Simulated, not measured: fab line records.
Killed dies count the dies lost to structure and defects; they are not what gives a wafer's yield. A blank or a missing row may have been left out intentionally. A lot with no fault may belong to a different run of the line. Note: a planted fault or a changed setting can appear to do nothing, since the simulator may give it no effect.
Which tool did it? | flow sky130 | 13 lots with 39 wafers sampled at 4 steps, on a route of 708 steps

WHAT THE GAUGES READ, wafer by wafer
The record lacks any reading of a measuring or inspecting step that a usual standard deviation could be used to judge.

WHAT TOOL EACH LOT RAN ON (gives the tool, then ch and the chambers of the sampled wafers, and finally the start)
lot  | SKY_LDD_N_IMPLANT_09            | SKY_LI_CONTACT_CMP_02         | SKY_LI_CONTACT_CMP_24         | SKY_CONTACT_ETCH_18
L489 | implanter-04 ch 0, day 17 14:56 | cmp-02 ch 0,3, day 27 21:37   | cmp-01 ch 0,2,3, day 29 03:17 | rieDiel-02 ch 0,1, no start
L490 | implanter-02 ch 0, day 18 03:38 | cmp-01 ch 1,2,3, day 28 07:27 | cmp-01 ch 1,3, day 29 12:41   | rieDiel-01 ch 0,1,3, no start
L491 | implanter-04 ch 0, day 19 17:14 | cmp-02 ch 0,2, day 29 15:51   | cmp-02 ch 1,2,3, day 30 21:07 | rieDiel-02 ch 0,1,2, no start
L492 | implanter-04 ch 0, day 19 18:27 | cmp-02 ch 0,2,3, day 29 19:19 | cmp-02 ch 0,1,2, day 30 23:17 | rieDiel-02 ch 2,3, no start
L493 | implanter-04 ch 0, day 19 19:38 | cmp-01 ch 1,2,3, day 29 20:48 | cmp-02 ch 0,2,3, day 31 02:01 | rieDiel-01 ch 2,3, no start
L495 | implanter-04 ch 0, day 19 20:50 | cmp-02 ch 0,2, day 29 20:40   | cmp-01 ch 0,2,3, day 31 01:49 | rieDiel-02 ch 1,2,3, no start
L496 | implanter-02 ch 0, day 20 04:51 | cmp-02 ch 1,2,3, day 30 03:48 | cmp-01 ch 0,2,3, day 31 08:25 | rieDiel-03 ch 1,2,3, no start
L498 | implanter-04 ch 0, day 20 23:21 | cmp-01 ch 0,3, day 30 23:24   | cmp-02 ch 0,3, day 32 04:43   | rieDiel-02 ch 2,3, no start
L502 | implanter-02 ch 0, day 23 19:47 | cmp-01 ch 1,2,3, day 33 11:23 | cmp-01 ch 0,1,2, day 34 16:29 | rieDiel-01 ch 0,1,2, no start
L507 | implanter-02 ch 0, day 24 03:20 | cmp-01 ch 1,3, day 33 21:02   | cmp-02 ch 0,1,3, day 35 02:09 | rieDiel-01 ch 1,2, no start
L509 | implanter-01 ch 0, day 24 18:56 | cmp-02 ch 1,3, day 34 08:56   | cmp-02 ch 1,2,3, day 35 13:28 | rieDiel-03 ch 1,2,3, no start
L511 | implanter-04 ch 0, day 25 12:02 | cmp-02 ch 0,1,2, day 35 01:39 | cmp-01 ch 1,2,3, day 36 04:47 | rieDiel-01 ch 0,1,2, no start
L512 | implanter-01 ch 0, day 25 18:20 | cmp-02 ch 0,1,2, day 35 05:44 | cmp-02 ch 0,1,3, day 36 09:13 | rieDiel-03 ch 1,2,3, no start
- SKY_LDD_N_IMPLANT_09
- SKY_LI_CONTACT_CMP_02: polishes PSG.
- SKY_LI_CONTACT_CMP_24: polishes, stops on PSG, t overpolish 20 s, target thk 0 nm.
- SKY_CONTACT_ETCH_18: etches Si3N4 in CHF3/O2, stops on TiN, time 39 s, target depth 75 nm.

WHAT THE TOOLS THEMSELVES READ (means of the sampled wafers that have a number; where no wafer has one, the mark that the record gives instead)
SKY_LDD_N_IMPLANT_09.
lot  | tool         | rotationDeg (degrees)
L489 | implanter-04 | 113.01
L490 | implanter-02 | 112.97
L491 | implanter-04 | 112.99
L492 | implanter-04 | 113.01
L493 | implanter-04 | 113.01
L495 | implanter-04 | 112.98
L496 | implanter-02 | 112.99
L498 | implanter-04 | 113.02
L502 | implanter-02 | 247.51
L507 | implanter-02 | 247.48
L509 | implanter-01 | 112.97
L511 | implanter-04 | 113.01
L512 | implanter-01 | 113.04

SKY_LI_CONTACT_CMP_02.
lot  | tool   | motorCurrentA (A) | slurryFlowMlMin | timeToEndpointS (s)
L489 | cmp-02 | 11.5              | 149.8           | 30.5
L490 | cmp-01 | 12.7              | 149.4           | 31.1
L491 | cmp-02 | 11.6              | 150.1           | 31.7
L492 | cmp-02 | 12.0              | 149.9           | 36.8
L493 | cmp-01 | 12.4              | 150.1           | 30.2
L495 | cmp-02 | 11.9              | 149.4           | 34.4
L496 | cmp-02 | 10.7              | 150.0           | 35.1
L498 | cmp-01 | 12.7              | 150.1           | 33.0
L502 | cmp-01 | 12.6              | 149.4           | 30.9
L507 | cmp-01 | 12.9              | 149.4           | 31.3
L509 | cmp-02 | 10.7              | 149.6           | 34.3
L511 | cmp-02 | 11.2              | 149.7           | 30.9
L512 | cmp-02 | 11.1              | 149.8           | 32.4

SKY_LI_CONTACT_CMP_24.
lot  | tool   | motorCurrentA (A) | overpolishRunS (s) | slurryFlowMlMin | timeToEndpointS (s)
L489 | cmp-01 | 12.2              | 20.000             | 150.1           | 95
L490 | cmp-01 | 11.6              | 20.002             | 150.0           | 100
L491 | cmp-02 | 10.1              | 20.011             | 150.0           | 95
L492 | cmp-02 | 10.2              | 20.004             | 150.3           | 95
L493 | cmp-02 | 11.1              | 19.996             | 150.0           | 96
L495 | cmp-01 | 12.3              | 20.006             | 150.3           | 97
L496 | cmp-01 | 12.3              | 19.999             | 149.7           | 96
L498 | cmp-02 | 10.6              | 19.991             | 149.6           | 95
L502 | cmp-01 | 12.4              | 20.006             | 150.5           | 92
L507 | cmp-02 | 9.8               | 20.004             | 149.8           | 94
L509 | cmp-02 | 9.9               | 19.997             | 150.0           | 96
L511 | cmp-01 | 11.6              | 20.001             | 150.3           | 99
L512 | cmp-02 | 10.2              | 19.997             | 150.0           | 98

SKY_CONTACT_ETCH_18.
lot  | tool       | drypumpMotorCurrentA (A) | oesProductAu (a.u.) | throttleValvePct (%)
L489 | rieDiel-02 | 5.9                      | 0.853               | 8.791
L490 | rieDiel-01 | 5.7                      | 0.859               | 8.793
L491 | rieDiel-02 | 5.8                      | 0.846               | 8.791
L492 | rieDiel-02 | 5.7                      | 0.854               | 8.789
L493 | rieDiel-01 | 6.0                      | 0.853               | 8.793
L495 | rieDiel-02 | 5.8                      | 0.864               | 8.794
L496 | rieDiel-03 | 5.9                      | 0.850               | 8.791
L498 | rieDiel-02 | 5.7                      | 0.863               | 8.800
L502 | rieDiel-01 | 5.7                      | 0.852               | 8.792
L507 | rieDiel-01 | 5.7                      | 0.861               | 8.796
L509 | rieDiel-03 | 5.9                      | 0.860               | 8.789
L511 | rieDiel-01 | 5.7                      | 0.856               | 8.797
L512 | rieDiel-03 | 5.9                      | 0.856               | 8.794

THE ANSWER, worked out from the rows above alone
Rule: usual is defined by the lots themselves. Put in order of their means at a reading, lots are off if they are a third of the lots or fewer, leave a main group of 4 or more, and stand apart from it by a gap of 3 or more times the standard deviation of the main group's means; of several such gaps the widest counts. The tables above print the reading to a certain number of digits; a main group whose means all agree to those digits is not used. Also off: a lot with no number at a reading for which 4 or more lots have one. Where the step has rows for the other lots, those lots are counted as sound. Order of review: gauges by route order, followed by the tools' own readings, for which a lot's mean as printed above is used. The first step at which some lot is off is used, and at that step the reading that is off furthest; a lot without a number counts as furthest.
Off: L502, L507 (SKY_LDD_N_IMPLANT_09, rotationDeg). The main group: mean 113.00 degrees, standard deviation 0.021.
If a tool, at that step or one of the process steps before it, ran each lot that is off and ran no sound lot following the first of them, it fits. One candidate fits, namely implanter-02 at SKY_LDD_N_IMPLANT_09. Its last sound lot is L496 (day 20 04:51), its first lot that is off L502 (day 23 19:47): a fault that began between those two fits.
The tool's own readings at SKY_LDD_N_IMPLANT_09 bear it out: on the lots that are off they differ by more than 5 times the standard deviation of the sound lots' means. rotationDeg reads 247.50 degrees there against 113.00 degrees on the sound lots.

WHAT THE SIMULATOR PUT IN
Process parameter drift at SKY_LDD_N_IMPLANT_09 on implanter-02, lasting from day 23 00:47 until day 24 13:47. From 113, the setting rotationDeg moved by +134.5. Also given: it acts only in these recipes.
Struck lots among those shown: L502, L507. The same result came from the rule above.
